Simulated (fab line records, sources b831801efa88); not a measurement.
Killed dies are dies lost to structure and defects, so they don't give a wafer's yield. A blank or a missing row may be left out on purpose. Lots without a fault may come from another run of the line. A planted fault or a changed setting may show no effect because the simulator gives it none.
fab line records | flow gf180mcu
record lots=5 wafers=15 last_day=34
route steps=602 shown TOP_METAL@571 PASSIVATION@587
lots that met no fault: from a run of the same line without faults
start_h: hours from the record's first day to the start of the lot's first wafer shown | wait_h: hours since the lot's step before | " the same as in the row above | L1.1+2: a row that stands for several wafers | - no value, or no start given | * or withheld: withheld | < > ~ a bound
route shown NAME@n: a module of which the file shows steps, and the number in the route of the first | usual: mean/standard deviation of fault-free wafers | same: alike in all rows | chamber/n: place in a boat | sites: the reading at each site | _std_site: their standard deviation | _edge_site: outer sites' mean less inner sites' | radius_mm: how far each site lies from the wafer's centre | mask NAME#n: copy n | behind: the tool/chamber that last shaped the wafer | hold: why the lot was held/for how many hours/how that ended | device: the transistor (n, p or np) that didn't switch | end of line: the same wafers' tests at the end of the route | a step without rows: its recipe alone | killed: dies lost to structure and defects at the first sort, not the wafer's yield | map: a wafer's dies, x killed, . not, _ none there
set.NAME: the setting as run; set.NAME@STEP: as run at that earlier step | model.NAME: the simulator's own value behind a step, which no gauge read
lots at some steps of the route; a table a step, a row a wafer
services: from which hour (start_h, from the record's first day; less than 0 if before it) a tool's chamber was out of use, for how many hours, and why
## steps
# step GF_TOP_METAL_SPUTTER_04
# recipe material=TiN target_thk_nm=25 power_w=6500 time_s=20.8 chamber_pressure_pa=0.4
# usual throttle_valve_pct=30.0/1.1
# same time_s=20.8
# columns lot.wafer tool chamber start_h wait_h throttle_valve_pct
L077.1 pvd_sputter-03 - 650.86 0.0 30.0
L077.2 " - " " 30.4
L077.3 " - " " 29.0
L081.2 pvd_sputter-03 - 684.85 0.0 30.0
L081.4 " - " " 30.1
L081.5 " - " " 32.1
L085.1 pvd_sputter-04 - 716.78 0.0 30.5
L085.2 " - " " 30.4
L085.4 " - " " 29.3
L088.3 pvd_sputter-02 - 734.87 0.0 28.1
L088.4 " - " " 29.6
L088.6 " - " " 29.9
L095.2 pvd_sputter-02 - 774.94 0.0 30.5
L095.3 " - " " 28.0
L095.5 " - " " 29.9
# step GF_TOP_METAL_RS_MEAS_05
# recipe thk_meas_gauge=four-point-probe reads=TiN_of_TOP_METAL_SPUTTER_04+Ti_of_TOP_METAL_SPUTTER_03+AlCu_of_TOP_METAL_SPUTTER_02+TiN_of_TOP_METAL_SPUTTER_01+Ti_of_TOP_METAL_SPUTTER_00
# usual TOP_METAL_ALCU_RS=0.0327/0.00037
# columns lot.wafer tool chamber start_h wait_h TOP_METAL_ALCU_RS[ohm/sq]
L077.1 film_metro-03 - 650.89 0.0 0.0326
L077.2 " - " " 0.0329
L077.3 " - " " 0.0328
L081.2 film_metro-04 - 684.90 0.0 0.0326
L081.4 " - " " 0.0325
L081.5 " - " " 0.0329
L085.1 film_metro-02 - 716.81 0.0 0.0327
L085.2 " - " " 0.0335
L085.4 " - " " 0.0328
L088.3 film_metro-04 - 734.94 0.1 0.0329
L088.4 " - " " 0.0322
L088.6 " - " " 0.0321
L095.2 film_metro-04 - 774.98 0.0 0.0330
L095.3 " - " " 0.0326
L095.5 " - " " 0.0329
# step GF_TOP_METAL_THK_MEAS_06
# recipe thk_meas_gauge=xrf reads=AlCu_of_TOP_METAL_SPUTTER_02
# usual TOP_METAL_ALCU_THK=917/11
# columns lot.wafer tool chamber start_h wait_h TOP_METAL_ALCU_THK[nm]
L077.1 film_metro-03 - 651.01 0.1 912
L077.2 " - " " 911
L077.3 " - " " 908
L081.2 film_metro-04 - 685.01 0.1 927
L081.4 " - " " 930
L081.5 " - " " 921
L085.1 film_metro-02 - 716.93 0.1 912
L085.2 " - " " 897
L085.4 " - " " 912
L088.3 film_metro-04 - 735.04 0.1 911
L088.4 " - " " 932
L088.6 " - " " 935
L095.2 film_metro-04 - 775.09 0.1 906
L095.3 " - " " 923
L095.5 " - " " 916
# step GF_TOP_METAL_DEHYDRATE_07
# recipe temp_c=200 time_s=60
# same time_s=60
# columns lot.wafer tool chamber start_h wait_h
L077.1+2+3 litho_track-03 0 660.37 9.4
L081.2+4+5 litho_track-04 0 693.89 8.9
L085.1+2+4 litho_track-04 0 724.91 8.0
L088.3+4+6 litho_track-02 0 742.50 7.4
L095.2+3+5 litho_track-02 0 782.32 7.2
# step GF_TOP_METAL_HMDS_08
# recipe prime_time_s=60 prime_temp_c=120
# columns lot.wafer tool chamber start_h wait_h
L077.1+2+3 litho_track-03 0 660.52 0.1
L081.2+4+5 litho_track-04 0 694.04 0.1
L085.1+2+4 litho_track-04 0 725.06 0.1
L088.3+4+6 litho_track-02 0 742.65 0.1
L095.2+3+5 litho_track-02 0 782.47 0.1
# step GF_TOP_METAL_COAT_09
# recipe resist=NOVOLAK spin_rpm=3000 resist_thk_nm=1500
# columns lot.wafer tool chamber start_h wait_h
L077.1+2+3 litho_track-03 0 660.67 0.1
L081.2+4+5 litho_track-04 0 694.19 0.1
L085.1+2+4 litho_track-04 0 725.21 0.1
L088.3+4+6 litho_track-02 0 742.80 0.1
L095.2+3+5 litho_track-02 0 782.62 0.1
# step GF_TOP_METAL_SOFTBAKE_10
# recipe temp_c=90 time_s=60 resist=NOVOLAK
# same time_s=60
# columns lot.wafer tool chamber start_h wait_h
L077.1+2+3 litho_track-03 0 660.82 0.1
L081.2+4+5 litho_track-04 0 694.34 0.1
L085.1+2+4 litho_track-04 0 725.36 0.1
L088.3+4+6 litho_track-02 0 742.95 0.1
L095.2+3+5 litho_track-02 0 782.77 0.1
# step GF_TOP_METAL_EXPOSE_11
# recipe mask_id=MetalTop target_cd_nm=440 na=0.6 source_shape=conventional sigma_outer=0.6 dose_mj=170
# usual focus_offset_nm=0.1/0.61 reticle_temp_C=23.01/0.094
# same na=0.6
# columns lot.wafer tool chamber start_h wait_h mask focus_offset_nm reticle_temp_C
L077.1 iline_stepper-02 0 - - MetalTop#0 -0.2 23.13
L077.2 " 0 " " MetalTop#0 -0.3 23.01
L077.3 " 0 " " MetalTop#0 -0.9 23.09
L081.2 iline_stepper-02 0 - - MetalTop#0 0.6 23.02
L081.4 " 0 " " MetalTop#0 0.0 23.04
L081.5 " 0 " " MetalTop#0 0.6 22.95
L085.1 iline_stepper-02 0 - - MetalTop#0 -0.2 23.02
L085.2 " 0 " " MetalTop#0 0.3 23.01
L085.4 " 0 " " MetalTop#0 0.0 22.93
L088.3 iline_stepper-02 0 - - MetalTop#0 -0.1 23.03
L088.4 " 0 " " MetalTop#0 -0.4 23.15
L088.6 " 0 " " MetalTop#0 -0.3 23.16
L095.2 iline_stepper-02 0 - - MetalTop#0 0.1 22.95
L095.3 " 0 " " MetalTop#0 -0.5 23.01
L095.5 " 0 " " MetalTop#0 0.3 22.97
# step GF_TOP_METAL_PEB_12
# recipe temp_c=withheld time_s=* resist=NOVOLAK
# same time_s=*
# columns lot.wafer tool chamber start_h wait_h
L077.1+2+3 litho_track-02 0 - -
L081.2+4+5 litho_track-03 0 - -
L085.1+2+4 litho_track-02 0 - -
L088.3+4+6 litho_track-02 0 - -
L095.2+3+5 litho_track-03 0 - -
# step GF_TOP_METAL_DEVELOP_13
# recipe develop_time_s=60 dev_temp_c=23.44
# columns lot.wafer tool chamber start_h wait_h
L077.1+2+3 litho_track-02 0 671.10 0.1
L081.2+4+5 litho_track-03 0 703.40 0.1
L085.1+2+4 litho_track-02 0 734.10 0.1
L088.3+4+6 litho_track-02 0 751.70 0.1
L095.2+3+5 litho_track-03 0 790.35 0.1
# step GF_TOP_METAL_CD_MEAS_14
# recipe target_cd_nm=440
# usual cd_nm=440.3/1.5
# columns lot.wafer tool chamber start_h wait_h cd_nm
L077.1 cd_sem-02 - 671.25 0.1 441.4
L077.2 " - " " 442.3
L077.3 " - " " 441.1
L081.2 cd_sem-01 - 703.54 0.1 439.3
L081.4 " - " " 440.6
L081.5 " - " " 441.7
L085.1 cd_sem-01 - 734.25 0.1 438.0
L085.2 " - " " 440.0
L085.4 " - " " 437.3
L088.3 cd_sem-02 - 751.84 0.1 435.7
L088.4 " - " " 435.9
L088.6 " - " " 438.5
L095.2 cd_sem-01 - 790.49 0.1 439.3
L095.3 " - " " 438.6
L095.5 " - " " 441.1
# step GF_TOP_METAL_OVL_MEAS_15
# usual TOP_METAL_OVL=-0.6/1.4
# columns lot.wafer tool chamber start_h wait_h TOP_METAL_OVL[nm]
L077.1 overlay-01 - 671.37 0.1 0.3
L077.2 " - " " 1.1
L077.3 " - " " -0.4
L081.2 overlay-01 - 703.65 0.1 0.7
L081.4 " - " " 1.4
L081.5 " - " " 2.1
L085.1 overlay-01 - 734.37 0.1 -0.6
L085.2 " - " " 0.6
L085.4 " - " " -0.5
L088.3 overlay-02 - 751.93 0.1 -1.9
L088.4 " - " " -3.6
L088.6 " - " " -3.9
L095.2 overlay-01 - 790.60 0.1 -1.1
L095.3 " - " " -1.5
L095.5 " - " " 0.1
# step GF_TOP_METAL_METAL_ETCH_16
# recipe chemistry=Cl2/BCl3 mask_material=NOVOLAK target_depth_nm=1077.5 stop_on=SiO2 pressure_mtorr=8 icp_w=800 bias_w=140 Cl2_flow_sccm=80 bcl3_flow_sccm=40 time_s=179.6
# usual drypump_motor_current_A=5.47/0.27 oes_product_au=0.966/0.0079 throttle_valve_pct=28.257/0.011
# same time_s=179.6
# columns lot.wafer tool chamber start_h wait_h drypump_motor_current_A oes_product_au rf_hours_counter_h throttle_valve_pct
L077.1 rie_metal-02 1 671.41 0.0 5.67 0.968 4 28.254
L077.2 " 0 " " 5.26 0.966 3 28.254
L077.3 " 0 " " 5.25 0.968 - 28.258
L081.2 rie_metal-02 1 703.68 0.0 5.64 0.967 6 28.264
L081.4 " 1 " " 5.67 0.969 - 28.252
L081.5 " 0 " " 5.26 0.964 - 28.275
L085.1 rie_metal-03 0 734.41 0.0 5.67 0.962 1 28.251
L085.2 " 1 " " 5.65 0.949 8 28.273
L085.4 " 1 " " 5.65 0.964 - 28.256
L088.3 rie_metal-02 1 752.01 0.1 5.67 0.966 - 28.257
L088.4 " 0 " " 5.28 0.960 - 28.257
L088.6 " 0 " " 5.27 0.966 - 28.261
L095.2 rie_metal-02 0 790.63 0.0 5.27 0.969 8 28.261
L095.3 " 0 " " 5.26 0.965 - 28.256
L095.5 " 0 " " 5.24 0.965 - 28.255
# step GF_TOP_METAL_STRIP_17
# recipe chemistry=O2/N2 power_w=1400 pressure_mtorr=1500 platen_temp_c=250 o2_flow_sccm=3000 n2_flow_sccm=300 overash_fraction=0.5
# usual drypump_motor_current_A=5.9/0.49 heater_power_w=323/38 o2_flow_sccm=3000/8.4 oes_product_au=0.710/0.005 strip_time_to_endpoint_s=13.40/0.11
# columns lot.wafer tool chamber start_h wait_h drypump_motor_current_A heater_power_w o2_flow_sccm oes_product_au rf_hours_counter_h strip_time_to_endpoint_s
L077.1 plasma_asher-04 0 671.58 0.1 5.4 273 2982 0.706 60 13.42
L077.2 " 1 " " 5.5 343 2999 0.714 60 13.59
L077.3 " 1 " " 5.5 354 3002 0.708 - 13.53
L081.2 plasma_asher-02 0 703.85 0.1 6.8 352 3003 0.713 104 13.33
L081.4 " 0 " " 6.8 344 3002 0.709 - 13.31
L081.5 " 0 " " 6.8 357 2999 0.705 - 13.38
L085.1 plasma_asher-01 1 734.58 0.1 5.9 318 2999 0.705 101 13.32
L085.2 " 0 " " 5.7 298 3002 0.705 101 13.25
L085.4 " 1 " " 5.9 327 2983 0.701 - 13.25
L088.3 plasma_asher-02 0 752.16 0.1 6.8 374 2993 0.718 - 13.44
L088.4 " 1 " " 6.5 355 2997 0.720 - 13.48
L088.6 " 1 " " 6.5 349 3008 0.713 - 13.57
L095.2 plasma_asher-04 0 790.80 0.1 5.4 267 3003 0.712 73 13.57
L095.3 " 0 " " 5.4 272 3000 0.704 - 13.59
L095.5 " 0 " " 5.4 268 2996 0.712 - 13.61
# step GF_TOP_METAL_STRIP_18
# recipe chemistry=post_etch_residue_remover time_s=1200 temp_c=72.5
# same time_s=1200
# columns lot.wafer tool chamber start_h wait_h
L077.1+2+3 wet_bench-02 1 671.68 0.1
L081.2+4+5 wet_bench-01 0 703.95 0.1
L085.1+2+4 wet_bench-03 2 734.68 0.1
L088.3+4+6 wet_bench-01 0 752.23 0.0
L095.2+3+5 wet_bench-03 0 790.90 0.1
# step GF_TOP_METAL_CLEAN_19
# recipe chemistry=DIW dry=n2_spin
# columns lot.wafer tool chamber start_h wait_h
L077.1+2+3 wet_bench-03 0 672.02 0.0
L081.2+4+5 wet_bench-02 1 704.33 0.0
L085.1+2+4 wet_bench-02 0 735.02 0.0
L088.3+4+6 wet_bench-03 1 752.57 0.0
L095.2+3+5 wet_bench-01 3 791.25 0.0
# step GF_PASSIVATION_CVD_00
# recipe material=SiO2 target_thk_nm=1000 precursor=TEOS temp_c=400 time_s=111.95 rf_w=600
# usual heater_power_outer_w=394/73 heater_power_w=664/130
# same time_s=111.95
# columns lot.wafer tool chamber start_h wait_h heater_power_outer_w heater_power_w
L077.1 pecvd-02 2 672.11 0.0 392 682
L077.2 " 0 " " 458 783
L077.3 " 1 " " 512 817
L081.2 pecvd-03 0 704.43 0.0 393 668
L081.4 " 1 " " 330 578
L081.5 " 0 " " 430 707
L085.1 pecvd-01 2 735.11 0.0 294 459
L085.2 " 0 " " 333 524
L085.4 " 2 " " 318 501
L088.3 pecvd-02 1 752.66 0.0 459 767
L088.4 " 0 " " 447 758
L088.6 " 2 " " 304 547
L095.2 pecvd-03 0 791.34 0.0 402 691
L095.3 " 2 " " 445 807
L095.5 " 1 " " 423 690
# step GF_PASSIVATION_THK_MEAS_01
# recipe reads=SiO2_of_PASSIVATION_CVD_00
# usual PASSIVATION_CVD_00_THK=995/14
# columns lot.wafer tool chamber start_h wait_h PASSIVATION_CVD_00_THK[nm]
L077.1 film_metro-01 - 672.19 0.0 1007
L077.2 " - " " 1003
L077.3 " - " " 991
L081.2 film_metro-02 - 704.52 0.0 979
L081.4 " - " " 994
L081.5 " - " " 990
L085.1 film_metro-04 - 735.19 0.0 992
L085.2 " - " " 981
L085.4 " - " " 1004
L088.3 film_metro-02 - 752.76 0.1 996
L088.4 " - " " 1020
L088.6 " - " " 1017
L095.2 film_metro-04 - 791.43 0.0 983
L095.3 " - " " 996
L095.5 " - " " 1015
# step GF_PASSIVATION_CVD_02
# recipe material=Si3N4 target_thk_nm=700 time_s=486.18 temp_c=400 rf_w=450
# usual heater_power_outer_w=435/73 heater_power_w=715/130
# same time_s=486.18
# columns lot.wafer tool chamber start_h wait_h heater_power_outer_w heater_power_w
L077.1 pecvd-01 2 672.25 0.1 337 532
L077.2 " 1 " " 384 670
L077.3 " 0 " " 375 572
L081.2 pecvd-02 2 704.57 0.0 444 716
L081.4 " 2 " " 455 735
L081.5 " 1 " " 577 942
L085.1 pecvd-02 1 735.25 0.1 553 895
L085.2 " 2 " " 423 701
L085.4 " 1 " " 582 935
L088.3 pecvd-01 0 752.80 0.0 368 570
L088.4 " 1 " " 391 661
L088.6 " 2 " " 356 542
L095.2 pecvd-01 0 791.48 0.0 368 557
L095.3 " 1 " " 473 786
L095.5 " 2 " " 386 581
# step GF_PASSIVATION_THK_MEAS_03
# recipe reads=Si3N4_of_PASSIVATION_CVD_02
# usual PASSIVATION_CVD_02_THK=694/9.5
# columns lot.wafer tool chamber start_h wait_h PASSIVATION_CVD_02_THK[nm]
L077.1 film_metro-02 - 672.54 0.1 693
L077.2 " - " " 685
L077.3 " - " " 677
L081.2 film_metro-04 - 704.86 0.2 691
L081.4 " - " " 697
L081.5 " - " " 700
L085.1 film_metro-04 - 735.54 0.1 689
L085.2 " - " " 688
L085.4 " - " " 709
L088.3 film_metro-01 - 753.11 0.2 682
L088.4 " - " " 702
L088.6 " - " " 701
L095.2 film_metro-04 - 791.77 0.2 677
L095.3 " - " " 687
L095.5 " - " " 702
# step GF_PASSIVATION_DEHYDRATE_04
# recipe temp_c=200 time_s=60
# same time_s=60
# columns lot.wafer tool chamber start_h wait_h
L077.1+2+3 litho_track-01 0 681.10 8.5
L081.2+4+5 litho_track-04 0 713.79 8.9
L085.1+2+4 litho_track-02 0 743.05 7.5
L088.3+4+6 litho_track-01 0 760.60 7.5
L095.2+3+5 litho_track-04 0 798.74 7.0
# step GF_PASSIVATION_HMDS_05
# recipe prime_time_s=60 prime_temp_c=120
# columns lot.wafer tool chamber start_h wait_h
L077.1+2+3 litho_track-01 0 681.25 0.1
L081.2+4+5 litho_track-04 0 713.94 0.1
L085.1+2+4 litho_track-02 0 743.20 0.1
L088.3+4+6 litho_track-01 0 760.75 0.1
L095.2+3+5 litho_track-04 0 798.89 0.1
# step GF_PASSIVATION_COAT_06
# recipe spin_rpm=2000 resist_thk_nm=4000
# columns lot.wafer tool chamber start_h wait_h
L077.1+2+3 litho_track-01 0 681.40 0.1
L081.2+4+5 litho_track-04 0 714.09 0.1
L085.1+2+4 litho_track-02 0 743.35 0.1
L088.3+4+6 litho_track-01 0 760.90 0.1
L095.2+3+5 litho_track-04 0 799.04 0.1
# step GF_PASSIVATION_SOFTBAKE_07
# recipe temp_c=110 time_s=withheld
# columns lot.wafer tool chamber start_h wait_h
L077.1+2+3 litho_track-01 0 681.55 0.1
L081.2+4+5 litho_track-04 0 714.24 0.1
L085.1+2+4 litho_track-02 0 743.50 0.1
L088.3+4+6 litho_track-01 0 761.06 0.1
L095.2+3+5 litho_track-04 0 799.19 0.1
# step GF_PASSIVATION_EXPOSE_08
# recipe mask_id=Pad target_cd_nm=40000 na=0.57 dose_mj=310
# usual focus_offset_nm=0.0/0.55 reticle_temp_C=23.01/0.13
# same na=0.57
# columns lot.wafer tool chamber start_h wait_h mask focus_offset_nm reticle_temp_C
L077.1 iline_stepper-01 0 - - Pad#0 0.2 22.98
L077.2 " 0 " " Pad#0 0.5 23.12
L077.3 " 0 " " Pad#0 -0.6 23.08
L081.2 iline_stepper-02 0 - - Pad#0 -0.1 22.89
L081.4 " 0 " " Pad#0 -0.4 23.00
L081.5 " 0 " " Pad#0 -0.6 22.92
L085.1 iline_stepper-01 0 - - Pad#0 0.1 23.06
L085.2 " 0 " " Pad#0 -0.1 22.97
L085.4 " 0 " " Pad#0 -0.3 22.97
L088.3 iline_stepper-02 0 - - Pad#0 -1.1 23.09
L088.4 " 0 " " Pad#0 -0.5 23.05
L088.6 " 0 " " Pad#0 0.8 23.15
L095.2 iline_stepper-02 0 - - Pad#0 -0.4 23.07
L095.3 " 0 " " Pad#0 -0.4 23.24
L095.5 " 0 " " Pad#0 -0.7 23.10
# step GF_PASSIVATION_PEB_09
# recipe temp_c=115 time_s=withheld
# columns lot.wafer tool chamber start_h wait_h
L077.1+2+3 litho_track-04 0 - -
L081.2+4+5 litho_track-04 0 - -
L085.1+2+4 litho_track-01 0 - -
L088.3+4+6 litho_track-04 0 - -
L095.2+3+5 litho_track-02 0 - -
# step GF_PASSIVATION_DEVELOP_10
# recipe develop_time_s=60 dev_temp_c=23
# columns lot.wafer tool chamber start_h wait_h
L077.1+2+3 litho_track-04 0 - -
L081.2+4+5 litho_track-04 0 - -
L085.1+2+4 litho_track-01 0 - -
L088.3+4+6 litho_track-04 0 - -
L095.2+3+5 litho_track-02 0 - -
# step GF_PASSIVATION_ETCH_11
# recipe chemistry=CF4/O2 target_depth_nm=1800 stop_on=TiN source_w=800 bias_w=150 pressure_mtorr=150 cf4_flow_sccm=80 O2_flow_sccm=10 time_s=400
# usual drypump_motor_current_A=5.7/0.37 oes_product_au=0.960/0.0074 throttle_valve_pct=5.959/0.0088
# same time_s=400
# columns lot.wafer tool chamber start_h wait_h drypump_motor_current_A oes_product_au rf_hours_counter_h throttle_valve_pct
L077.1 rie_diel-02 3 691.61 - 5.9 0.975 10 5.964
L077.2 " 2 " " 5.9 0.958 20 5.966
L077.3 " 0 " " 6.1 0.943 7 5.955
L081.2 rie_diel-02 1 723.26 - 5.7 0.958 15 5.960
L081.4 " 2 " " 5.9 0.965 21 5.949
L081.5 " 1 " " 5.8 0.956 - 5.979
L085.1 rie_diel-02 3 752.40 - 5.9 0.960 13 5.958
L085.2 " 2 " " 5.9 0.950 22 5.968
L085.4 " 1 " " 5.7 0.966 17 5.954
L088.3 rie_diel-03 1 769.51 - 5.4 0.954 36 5.950
L088.4 " 1 " " 5.4 0.969 - 5.949
L088.6 " 0 " " 5.8 0.967 - 5.959
L095.2 rie_diel-01 3 806.95 - 6.4 0.952 34 5.944
L095.3 " 2 " " 5.6 0.961 30 5.964
L095.5 " 2 " " 5.6 0.963 - 5.968
# step GF_PASSIVATION_STRIP_12
# recipe chemistry=O2/N2 power_w=1400 pressure_mtorr=1500 platen_temp_c=250 o2_flow_sccm=3000 n2_flow_sccm=300 overash_fraction=0.5
# usual drypump_motor_current_A=5.70/0.14 heater_power_w=313/34 o2_flow_sccm=3000/8.6 oes_product_au=0.719/0.0045 strip_time_to_endpoint_s=34.68/0.24
# columns lot.wafer tool chamber start_h wait_h drypump_motor_current_A heater_power_w o2_flow_sccm oes_product_au rf_hours_counter_h strip_time_to_endpoint_s
L077.1 plasma_asher-04 0 691.85 0.1 5.45 267 2986 0.719 62 34.29
L077.2 " 1 " " 5.56 359 2983 0.709 62 34.71
L077.3 " 0 " " 5.43 261 3007 0.714 - 34.89
L081.2 plasma_asher-01 0 723.50 0.1 5.73 299 2998 0.722 100 34.47
L081.4 " 0 " " 5.71 315 2992 0.725 - 34.76
L081.5 " 0 " " 5.75 306 3001 0.716 - 34.62
L085.1 plasma_asher-01 0 752.64 0.1 5.71 302 3013 0.729 103 34.26
L085.2 " 1 " " 5.85 325 3003 0.722 103 34.73
L085.4 " 1 " " 5.86 315 2997 0.716 - 34.72
L088.3 plasma_asher-03 1 769.78 0.2 5.72 268 3011 0.713 - 35.02
L088.4 " 0 " " 5.81 358 3012 0.717 - 34.91
L088.6 " 0 " " 5.78 357 3015 0.723 - 35.18
L095.2 plasma_asher-03 0 807.19 0.1 5.75 365 3009 0.727 37 34.50
L095.3 " 0 " " 5.76 373 3003 0.729 - 34.84
L095.5 " 0 " " 5.78 364 2995 0.722 - 34.83
# step GF_PASSIVATION_ANNEAL_13
# recipe temp_c=400 time_s=1800 ambient=N2/H2 idle_temp_c=300 ramp_up_c_per_min=10 ramp_down_c_per_min=3
# usual spike_tc_upper_C=400.1/1 zone_power_bottom_pct=5.73/0.26
# same time_s=1800
# columns lot.wafer tool chamber start_h wait_h spike_tc_upper_C zone_power_bottom_pct
L077.1 furnace-01 0 691.95 0.1 400.6 5.90
L077.2 " 0 " " 401.6 6.04
L077.3 " 0 " " 400.3 5.97
L081.2 furnace-01 0 723.60 0.1 399.3 5.95
L081.4 " 0 " " 399.8 5.98
L081.5 " 0 " " 400.1 5.89
L085.1 furnace-02 0 752.74 0.1 400.3 5.47
L085.2 " 0 " " 399.3 5.49
L085.4 " 0 " " 399.7 5.49
L088.3 furnace-01 0 769.85 0.0 399.0 5.95
L088.4 " 0 " " 401.2 5.91
L088.6 " 0 " " 400.4 6.01
L095.2 furnace-02 0 807.29 0.1 399.8 5.34
L095.3 " 0 " " 401.7 5.41
L095.5 " 0 " " 401.1 5.35
# step GF_PASSIVATION_BOW_MEAS_14
# recipe mode=bow
# usual PASSIVATION_BOW=138/10
# columns lot.wafer tool chamber start_h wait_h PASSIVATION_BOW[um]
L077.1 film_metro-04 - 693.45 0.0 138
L077.2 " - " " 149
L077.3 " - " " 138
L081.2 film_metro-02 - 725.12 0.0 126
L081.4 " - " " 140
L081.5 " - " " 128
L085.1 film_metro-02 - 754.24 0.0 138
L085.2 " - " " 134
L085.4 " - " " 128
L088.3 film_metro-04 - 771.39 0.0 128
L088.4 " - " " 142
L088.6 " - " " 131
L095.2 film_metro-02 - 808.81 0.0 138
L095.3 " - " " 143
L095.5 " - " " 153
## services
# columns tool chamber start_h hours kind
iline_stepper-02 - 628.08 4.4 pm
pvd_sputter-02 - 628.41 2.7 repair
iline_stepper-02 - 632.53 1.7 pm
furnace-02 - 635.13 4.4 pm
plasma_asher-03 - 637.10 18.0 repair
furnace-02 - 639.56 3.5 pm
furnace-02 - 643.05 3.9 pm
pvd_sputter-02 - 645.91 6.9 repair
furnace-01 - 664.10 3.6 pm
iline_stepper-02 - 679.36 8.0 repair
pecvd-03 - 684.55 2.8 repair
wet_bench-02 - 691.73 1.9 pm
pecvd-01 - 700.91 1.4 repair
furnace-01 - 716.91 2.7 pm
rie_diel-02 2 720.18 2.3 repair
furnace-02 - 722.69 14.3 pm
plasma_asher-02 - 733.75 9.0 pm
plasma_asher-02 - 739.07 1.0 repair
wet_bench-02 - 746.17 3.9 repair
pvd_sputter-02 - 754.30 2.9 repair
iline_stepper-01 - 758.44 1.7 pm
pecvd-01 1 760.06 5.4 repair
iline_stepper-02 - 770.67 10.5 repair
pecvd-02 - 780.30 28.1 pm
## key
fault none
